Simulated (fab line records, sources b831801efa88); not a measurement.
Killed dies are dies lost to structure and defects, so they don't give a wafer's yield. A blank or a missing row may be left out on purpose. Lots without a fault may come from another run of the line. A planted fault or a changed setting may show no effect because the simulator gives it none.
Which tool did it? | flow gf180mcu | 24 lots, 72 wafers sampled, at 6 steps of a route of 602

WHAT THE GAUGES READ, wafer by wafer
GF_V3_THK_MEAS_25: measures by xrf. Usual: V3_W_THK 356 nm, standard deviation 6.9.
lot  | measured     | on            | V3_W_THK (nm) | flag
L074 | day 22 14:25 | film_metro-02 | 351 351 352   |
L075 | day 22 20:11 | film_metro-01 | 365 350 359   |
L076 | day 23 08:00 | film_metro-02 | 347 349 365   |
L077 | day 23 16:19 | film_metro-01 | 352 350 350   |
L078 | day 23 23:35 | film_metro-02 | 354 356 352   |
L079 | day 24 07:49 | film_metro-04 | 356 359 359   |
L080 | day 24 22:56 | film_metro-02 | 350 368 369   |
L081 | day 25 11:22 | film_metro-02 | 359 360 371   |
L082 | day 25 14:11 | film_metro-02 | 350 355 355   |
L083 | day 25 19:40 | film_metro-01 | 360 347 358   |
L084 | day 26 03:01 | film_metro-02 | 355 357 353   |
L085 | day 26 07:19 | film_metro-01 | 356 353 367   |
L086 | day 26 15:46 | film_metro-02 | 352 360 354   |
L087 | day 27 02:47 | film_metro-01 | 345 342 348   |
L088 | day 27 12:22 | film_metro-04 | 353 361 352   |
L089 | day 27 16:29 | film_metro-01 | 354 347 346   |
L090 | day 27 20:58 | film_metro-02 | 356 361 353   |
L091 | day 28 07:19 | film_metro-04 | 366 362 370   |
L092 | day 28 08:44 | film_metro-01 | 351 360 349   |
L093 | day 28 18:19 | film_metro-02 | 360 363 354   |
L094 | day 29 07:06 | film_metro-04 | 348 354 344   |
L095 | day 29 07:54 | film_metro-04 | 358 346 358   |
L096 | day 29 16:16 | film_metro-02 | 350 362 350   |
L097 | day 29 21:40 | film_metro-01 | 369 369 347   |

GF_V4_BOW_MEAS_05. Usual: V4_BOW 133 um, standard deviation 11.
lot  | measured     | on            | V4_BOW (um) | flag
L074 | day 23 14:53 | film_metro-04 | 132 127 151 |
L075 | day 23 20:09 | film_metro-04 | 152 142 148 |
L076 | day 24 08:34 | film_metro-01 | 128 141 132 |
L077 | day 24 16:35 | film_metro-04 | 118 127 123 |
L078 | day 24 23:43 | film_metro-01 | 124 115 114 |
L079 | day 25 07:56 | film_metro-01 | 141 135 137 |
L080 | day 25 22:52 | film_metro-03 | 138 133 137 |
L081 | day 26 10:01 | film_metro-03 | 139 141 147 |
L082 | day 26 12:41 | film_metro-03 | 131 125 127 |
L083 | day 26 18:40 | film_metro-04 | 127 146 147 |
L084 | day 27 02:32 | film_metro-04 | 138 127 136 |
L085 | day 27 05:55 | film_metro-04 | 124 129 129 |
L086 | day 27 13:52 | film_metro-01 | 119 114 113 |
L087 | day 28 00:15 | film_metro-01 | 150 145 154 |
L088 | day 28 10:04 | film_metro-04 | 123 123 121 |
L089 | day 28 14:12 | film_metro-04 | 128 117 127 |
L090 | day 28 18:20 | film_metro-01 | 128 142 138 |
L091 | day 29 04:14 | film_metro-04 | 116 135 127 |
L092 | day 29 06:22 | film_metro-04 | 136 128 145 |
L093 | day 29 15:35 | film_metro-03 | 137 142 146 |
L094 | day 30 03:39 | film_metro-01 | 127 141 142 |
L095 | day 30 05:30 | film_metro-01 | 140 130 130 |
L096 | day 30 12:51 | film_metro-01 | 131 143 124 |
L097 | day 30 17:27 | film_metro-04 | 142 149 137 |

GF_V5_OVL_MEAS_15. Usual: V5_OVL 0 nm, standard deviation 4.6.
lot  | measured     | on         | V5_OVL (nm) | flag
L074 | day 27 08:20 | overlay-02 | 0 5 3       |
L075 | day 27 13:17 | overlay-01 | -17 -12 -12 |
L076 | day 28 00:53 | overlay-01 | 2 -3 -1     |
L077 | day 28 07:14 | overlay-01 | 7 -1 5      |
L078 | day 28 15:38 | overlay-02 | 5 6 -2      |
L079 | day 28 20:08 | overlay-01 | 2 -6 2      |
L080 | day 29 11:23 | overlay-02 | -2 3 -4     |
L081 | day 29 21:08 | overlay-02 | -1 0 0      |
L082 | day 29 23:06 | overlay-01 | 1 10 5      |
L083 | day 30 05:02 | overlay-02 | 1 -4 2      |
L084 | day 30 14:59 | overlay-01 | -1 1 -5     |
L085 | day 30 15:48 | overlay-01 | 0 -1 2      |
L086 | day 30 20:24 | overlay-02 | 1 2 5       |
L087 | day 31 07:56 | overlay-02 | -1 -5 -1    |
L088 | day 31 16:08 | overlay-02 | 1 3 1       |
L089 | day 31 19:49 | overlay-02 | 6 -1 -4     |
L090 | day 31 22:50 | overlay-01 | 1 8 -3      |
L091 | day 32 08:56 | overlay-02 | -8 -7 -1    |
L092 | day 32 09:42 | overlay-01 | 5 3 3       |
L093 | day 32 18:05 | overlay-02 | -1 10 3     |
L094 | day 33 04:23 | overlay-01 | -7 1 -8     |
L095 | day 33 05:29 | overlay-02 | -4 -5 4     |
L096 | day 33 13:18 | overlay-02 | 1 7 4       |
L097 | day 33 16:41 | overlay-02 | -3 3 4      |

GF_TOP_METAL_CD_MEAS_14: target cd 440 nm. Usual: cd_nm 439.9 nm, standard deviation 2.5.
lot  | measured     | on        | cd_nm (nm)        | flag
L074 | day 28 05:47 | cd_sem-02 | 440.0 442.3 442.9 |
L075 | day 28 11:04 | cd_sem-01 | 438.0 438.1 437.8 |
L076 | day 28 22:04 | cd_sem-01 | 441.8 443.8 443.2 |
L077 | day 29 03:43 | cd_sem-02 | 436.5 434.7 435.7 |
L078 | day 29 12:22 | cd_sem-02 | 438.0 439.7 441.9 |
L079 | day 29 16:17 | cd_sem-01 | 441.6 441.8 442.4 |
L080 | day 30 07:25 | cd_sem-02 | 437.5 438.3 438.5 |
L081 | day 30 16:56 | cd_sem-01 | 437.5 435.0 436.7 |
L082 | day 30 18:59 | cd_sem-02 | 434.4 434.5 434.5 |
L083 | day 31 00:23 | cd_sem-02 | 442.6 442.5 442.9 |
L084 | day 31 09:58 | cd_sem-02 | 442.5 443.0 442.8 |
L085 | day 31 11:11 | cd_sem-01 | 441.2 439.7 440.5 |
L086 | day 31 15:53 | cd_sem-01 | 441.6 439.4 441.0 |
L087 | day 32 02:43 | cd_sem-02 | 436.0 439.1 437.2 |
L088 | day 32 11:17 | cd_sem-02 | 438.0 440.5 438.4 |
L089 | day 32 14:28 | cd_sem-01 | 440.1 438.6 439.1 |
L090 | day 32 16:53 | cd_sem-02 | 436.2 437.1 438.2 |
L091 | day 33 02:43 | cd_sem-02 | 439.9 439.1 438.7 |
L092 | day 33 03:23 | cd_sem-02 | 445.4 445.7 444.9 |
L093 | day 33 11:34 | cd_sem-01 | 440.0 440.5 440.0 |
L094 | day 33 21:36 | cd_sem-02 | 440.8 439.0 442.0 |
L095 | day 33 22:10 | cd_sem-02 | 439.6 438.0 440.4 |
L096 | day 34 06:07 | cd_sem-02 | 441.1 443.0 442.7 |
L097 | day 34 09:20 | cd_sem-02 | 439.2 440.4 440.1 |

WHICH TOOL RAN EACH LOT (tool, then ch and the chambers of the sampled wafers, then the start)
lot  | GF_M4_SPUTTER_01             | GF_MIM_SPUTTER_07
L074 | pvd_sputter-02, day 22 14:53 | pvd_sputter-03, day 24 14:51
L075 | pvd_sputter-03, day 22 20:38 | pvd_sputter-01, day 24 20:40
L076 | pvd_sputter-03, day 23 08:28 | pvd_sputter-04, day 25 08:28
L077 | pvd_sputter-03, day 23 16:47 | pvd_sputter-04, day 25 16:05
L078 | pvd_sputter-02, day 24 00:02 | pvd_sputter-01, day 25 23:31
L079 | pvd_sputter-01, day 24 08:16 | pvd_sputter-04, day 26 06:35
L080 | pvd_sputter-02, day 24 23:29 | pvd_sputter-01, day 26 22:01
L081 | pvd_sputter-03, day 25 11:49 | pvd_sputter-04, day 27 08:51
L082 | pvd_sputter-02, day 25 14:38 | pvd_sputter-03, day 27 11:03
L083 | pvd_sputter-02, day 25 20:07 | pvd_sputter-01, day 27 16:52
L084 | pvd_sputter-01, day 26 03:29 | pvd_sputter-04, day 28 03:20
L085 | pvd_sputter-03, day 26 07:46 | pvd_sputter-03, day 28 04:08
L086 | pvd_sputter-03, day 26 16:13 | pvd_sputter-04, day 28 11:10
L087 | pvd_sputter-03, day 27 03:14 | pvd_sputter-01, day 28 22:08
L088 | pvd_sputter-02, day 27 12:50 | pvd_sputter-03, day 29 07:45
L089 | pvd_sputter-03, day 27 16:58 | pvd_sputter-01, day 29 11:47
L090 | pvd_sputter-02, day 27 21:25 | pvd_sputter-01, day 29 15:20
L091 | pvd_sputter-03, day 28 07:47 | pvd_sputter-01, day 30 01:07
L092 | pvd_sputter-02, day 28 09:11 | pvd_sputter-01, day 30 03:23
L093 | pvd_sputter-03, day 28 18:47 | pvd_sputter-04, day 30 11:55
L094 | pvd_sputter-02, day 29 07:33 | pvd_sputter-04, day 30 23:28
L095 | pvd_sputter-01, day 29 08:22 | pvd_sputter-03, day 31 01:37
L096 | pvd_sputter-01, day 29 16:42 | pvd_sputter-03, day 31 08:20
L097 | pvd_sputter-03, day 29 22:07 | pvd_sputter-04, day 31 13:22
- GF_M4_SPUTTER_01: material TiN, target thk 30 nm, time 25 s.
- GF_MIM_SPUTTER_07: material TiN, target thk 60 nm, time 50 s.

WHAT THE TOOLS THEMSELVES READ (means of the sampled wafers that have a number; where no wafer has one, the mark that the record gives instead)
GF_M4_SPUTTER_01. Usual: throttle_valve_pct 29.8 %, standard deviation 1.1.
lot  | tool           | throttle_valve_pct (%) | flag
L074 | pvd_sputter-02 | 30.1                   |
L075 | pvd_sputter-03 | 31.1                   |
L076 | pvd_sputter-03 | 28.6                   |
L077 | pvd_sputter-03 | 28.6                   |
L078 | pvd_sputter-02 | 29.7                   |
L079 | pvd_sputter-01 | 29.2                   |
L080 | pvd_sputter-02 | 29.6                   |
L081 | pvd_sputter-03 | 29.3                   |
L082 | pvd_sputter-02 | 29.1                   |
L083 | pvd_sputter-02 | 29.8                   |
L084 | pvd_sputter-01 | 29.9                   |
L085 | pvd_sputter-03 | 30.0                   |
L086 | pvd_sputter-03 | 30.5                   |
L087 | pvd_sputter-03 | 29.2                   |
L088 | pvd_sputter-02 | 29.5                   |
L089 | pvd_sputter-03 | 29.4                   |
L090 | pvd_sputter-02 | 29.3                   |
L091 | pvd_sputter-03 | 29.3                   |
L092 | pvd_sputter-02 | 29.7                   |
L093 | pvd_sputter-03 | 31.1                   |
L094 | pvd_sputter-02 | 30.0                   |
L095 | pvd_sputter-01 | 30.1                   |
L096 | pvd_sputter-01 | 31.2                   |
L097 | pvd_sputter-03 | 29.2                   |

GF_MIM_SPUTTER_07. Usual: throttle_valve_pct 30.0 %, standard deviation 0.95.
lot  | tool           | throttle_valve_pct (%) | flag
L074 | pvd_sputter-03 | 31.1                   |
L075 | pvd_sputter-01 | 30.1                   |
L076 | pvd_sputter-04 | 29.9                   |
L077 | pvd_sputter-04 | 29.7                   |
L078 | pvd_sputter-01 | 30.8                   |
L079 | pvd_sputter-04 | 29.9                   |
L080 | pvd_sputter-01 | 29.9                   |
L081 | pvd_sputter-04 | 30.0                   |
L082 | pvd_sputter-03 | 30.9                   |
L083 | pvd_sputter-01 | 30.4                   |
L084 | pvd_sputter-04 | 30.0                   |
L085 | pvd_sputter-03 | 29.2                   |
L086 | pvd_sputter-04 | 30.2                   |
L087 | pvd_sputter-01 | 30.3                   |
L088 | pvd_sputter-03 | 30.7                   |
L089 | pvd_sputter-01 | 29.6                   |
L090 | pvd_sputter-01 | 30.2                   |
L091 | pvd_sputter-01 | 30.4                   |
L092 | pvd_sputter-01 | 29.9                   |
L093 | pvd_sputter-04 | 29.8                   |
L094 | pvd_sputter-04 | 30.1                   |
L095 | pvd_sputter-03 | 29.3                   |
L096 | pvd_sputter-03 | 31.1                   |
L097 | pvd_sputter-04 | 30.3                   |

THE ANSWER, worked out from the rows above alone
Rule: a lot is off if the mean of its wafers that have a number lies more than 3 standard deviations from the usual mean. A lot without any number at a reading at which 4 lots or more have one is off too. The other lots that the step has rows for count as sound. The gauges are gone through in route order, then the tools' own readings, and for those a lot's mean is taken as printed above. The first step at which some lot is off is used, and at that step the reading that is off furthest; a lot without a number counts as furthest.
No lot is off at any reading shown: from this, nothing can be told.

WHAT THE SIMULATOR HAD PUT IN
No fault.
